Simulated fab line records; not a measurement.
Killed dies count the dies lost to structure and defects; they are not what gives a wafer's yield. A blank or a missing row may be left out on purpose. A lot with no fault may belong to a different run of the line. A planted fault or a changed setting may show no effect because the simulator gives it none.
Chamber matching :: flow sky130 :: 4 sister chambers for SKY_CONTACT_CMP_04 on cmp-01
The step polishes SiO2. 4 wafers are shown with their chamber, then 9 later ones without.

## WAFERS, EACH WITH ITS CHAMBER
wafer: L409.2
chamber: 1
motor current A (A): 13.5

wafer: L421.2
chamber: 3
motor current A (A): 12.4

wafer: L421.3
chamber: 2
motor current A (A): 13.0

wafer: L421.5
chamber: 0
motor current A (A): 12.5

## WAFERS WITHOUT THEIR CHAMBER
wafer: L422.2
motor current A (A): 12.1

wafer: L422.4
motor current A (A): 12.6

wafer: L422.5
motor current A (A): 13.2

wafer: L426.1
motor current A (A): 14.1

wafer: L426.2
motor current A (A): 13.1

wafer: L426.3
motor current A (A): 13.4

wafer: L427.1
motor current A (A): 12.2

wafer: L427.2
motor current A (A): 14.6

wafer: L427.5
motor current A (A): 12.1

## WHICH CHAMBER EACH ONE RAN IN
wafer: L422.2
from the rows above: can't be placed: 3 or 0 or 2
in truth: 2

wafer: L422.4
from the rows above: can't be placed: 0 or 3 or 2 or 1
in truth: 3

wafer: L422.5
from the rows above: can't be placed: 2 or 1 or 0 or 3
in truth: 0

wafer: L426.1
from the rows above: can't be placed: 1 or 2
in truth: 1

wafer: L426.2
from the rows above: can't be placed: 2 or 1 or 0 or 3
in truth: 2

wafer: L426.3
from the rows above: can't be placed: 1 or 2 or 0 or 3
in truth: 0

wafer: L427.1
from the rows above: can't be placed: 3 or 0 or 2
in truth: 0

wafer: L427.2
from the rows above: can't be placed: 1 or 2
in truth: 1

wafer: L427.5
from the rows above: can't be placed: 3 or 0 or 2
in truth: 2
Correctly placed: 0 of 9. From these rows, 9 cannot be placed; in 9 the true chamber is one of the candidates. Number placed wrongly: 0.
How it was worked out, from the rows above alone: a wafer's distance from a chamber is the root of the sum, over the readings, of the square of ((its reading less the chamber's mean) divided by the reading's scatter). If the next closest chamber is less than 2 further off than the closest, the wafer can't be placed; otherwise it belongs to the closest. A chamber's mean is the mean of its shown wafers. The scatter: root of mean squared gap, hidden wafer to nearest shown wafer, with one shown wafer a chamber.
